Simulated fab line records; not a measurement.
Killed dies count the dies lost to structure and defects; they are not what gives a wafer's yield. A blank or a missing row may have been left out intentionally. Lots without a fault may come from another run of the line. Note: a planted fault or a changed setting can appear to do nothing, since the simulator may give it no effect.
Comparing a struck lot with a sound one    flow sfqLine    19 steps out of a route of 325
Sound: wafers L697.1, L697.2, L697.5. Struck: wafers L700.1, L700.2, L700.4. The cause is named last.
Each step with rows lists, per side, the tool, then ch with its chambers, then its first start. Under that, the readings that differ: sound wafers    struck wafers    difference of the means    sigmas: that difference in standard deviations of wafers without a fault.
alike: readings with means less than 2 such deviations apart, plus words and numbers identical on both sides. not compared: withheld readings, readings lacking a value on some wafer, bounds such as >300 that could conceal the same value, and numbers that have no deviation in the record and whose values overlap.
A row with sigmas, a row that says differs or no value, or rows on one side alone: a step with any of these is where the two part. When numbers do not overlap yet have no deviation, they are printed without sigmas and do not part them. A reading that every wafer of one side lacks parts them only if that side has two wafers or more.

SFQ_M7_OVL_MEAS_945:
  struck on overlay-02, day 84 15:28; sound on overlay-02, day 83 23:52
  alike: M7_OVL
SFQ_TRILAYER_M7_BARC_OPEN_METAL_ETCH_229: etches BARC in O2, target depth 125 nm, time 41.7 s.
  sound on rieMetal-01 ch 0,1, day 83 23:54; struck on rieMetal-02 ch 0,1, day 84 15:30
  alike: drypumpMotorCurrentA, oesProductAu
  not compared: rfHoursCounterH
SFQ_TRILAYER_M7_ETCH_METAL_ETCH_180: etches Nb in Cl2/Ar, stops on SiO2, target depth 240 nm, time 120 s.
  sound on rieMetal-01 ch 0,1, day 83 23:58; struck on rieMetal-02 ch 0,1, day 84 15:34
  alike: drypumpMotorCurrentA, oesProductAu
  not compared: rfHoursCounterH
SFQ_TRILAYER_M7_STRIP_STRIP_181: strips in O2.
  sound on rieMetal-01 ch 0,1, day 84 00:05; struck on rieMetal-02 ch 0,1, day 84 15:41
  alike: drypumpMotorCurrentA, oesProductAu
  not compared: rfHoursCounterH
then, 2 steps without rows for these wafers: SFQ_TRILAYER_M7_STRIP_SOLV_CLEAN_182 (cleans in NMP, time 600 s); SFQ_TRILAYER_I7_DEP_PECVD_183 (deposits SiO2 from SiH4/N2O, time 111.11 s, target thk 500 nm).
SFQ_TRILAYER_I7_CMP_CMP_184: polishes SiO2.
  sound on cmp-01 ch 0,1,3, day 84 00:57; struck on cmp-01 ch 1,2,3, day 84 17:02
  alike: motorCurrentA, timeToEndpointS
SFQ_I7_BOW_MEAS_946:
  struck on filmMetro-01, day 84 19:32; sound on filmMetro-01, day 84 03:57
reading      sound     struck    difference  sigmas
I7_BOW (um)  33 15 26  -5 -11 3  -29         -2
SFQ_TRILAYER_I7_METRO_MEASURE_185:
  struck on filmMetro-01, day 84 19:40; sound on filmMetro-01, day 84 04:04
  alike: thkNm
then, 3 steps without rows for these wafers: SFQ_TRILAYER_I7_VIA_LITHO_COAT_192 (resist thk 62 nm); SFQ_TRILAYER_I7_VIA_LITHO_COAT_187 (resist thk 650 nm); SFQ_TRILAYER_I7_VIA_LITHO_SOFTBAKE_191.
-- the record jumps here: 4 days lie between the struck wafers' starts before and after --
SFQ_TRILAYER_I7_VIA_LITHO_EXPOSE_188: exposes mask I7, target cd 1000 nm.
  sound on krfScanner-01 ch 0, day 88 05:56; struck on krfScanner-02 ch 0, day 88 21:20
reading            sound                 struck                difference  sigmas
exposureDoseMJCm2  21.309 21.335 21.352  15.558 15.570 15.554  -5.771      -99 or more
  alike: mask, focusOffsetNm
then, 2 steps without rows for these wafers: SFQ_TRILAYER_I7_VIA_LITHO_PEB_190 (peb time 60 s); SFQ_TRILAYER_I7_VIA_LITHO_DEVELOP_189 (time 60 s).
SFQ_I7_OVL_MEAS_947:
  struck on overlay-01, day 88 22:50; sound on overlay-02, day 88 07:26
  alike: I7_OVL
SFQ_TRILAYER_I7_VIA_BARC_OPEN_VIA_ETCH_260: etches BARC in O2, target depth 125 nm, time 41.7 s.
  sound on rieDiel-04 ch 1,3, day 88 07:28; struck on rieDiel-04 ch 0,2,3, day 88 22:52
reading             sound             struck             difference  sigmas
model.I7.cdNm (nm)  1000 999.7 999.2  948.2 946.8 948.3  -51.9       
  alike: drypumpMotorCurrentA, oesProductAu
  not compared: rfHoursCounterH
SFQ_TRILAYER_I7_VIA_ETCH_VIA_ETCH_190: etches SiO2 in CHF3, stops on Nb, target depth 260 nm.
  sound on rieDiel-04 ch 1,3, day 88 07:31; struck on rieDiel-04 ch 0,2,3, day 88 22:55
reading             sound           struck           difference  sigmas
model.I7.cdNm (nm)  1000 999 999.2  948 945.9 947.7  -52         
  alike: drypumpMotorCurrentA, oesProductAu
then, 1 step without rows for these wafers: SFQ_TRILAYER_I7_VIA_STRIP_STRIP_191 (strips in O2).

== WHERE THEY PART ==
At SFQ_I7_BOW_MEAS_946 first; at SFQ_TRILAYER_I7_VIA_LITHO_EXPOSE_188 last (within this record only). Later steps at which nothing parts them and some readings are alike: SFQ_I7_OVL_MEAS_947, SFQ_TRILAYER_I7_VIA_BARC_OPEN_VIA_ETCH_260, SFQ_TRILAYER_I7_VIA_ETCH_VIA_ETCH_190.

WHY: what had been put in by the simulator
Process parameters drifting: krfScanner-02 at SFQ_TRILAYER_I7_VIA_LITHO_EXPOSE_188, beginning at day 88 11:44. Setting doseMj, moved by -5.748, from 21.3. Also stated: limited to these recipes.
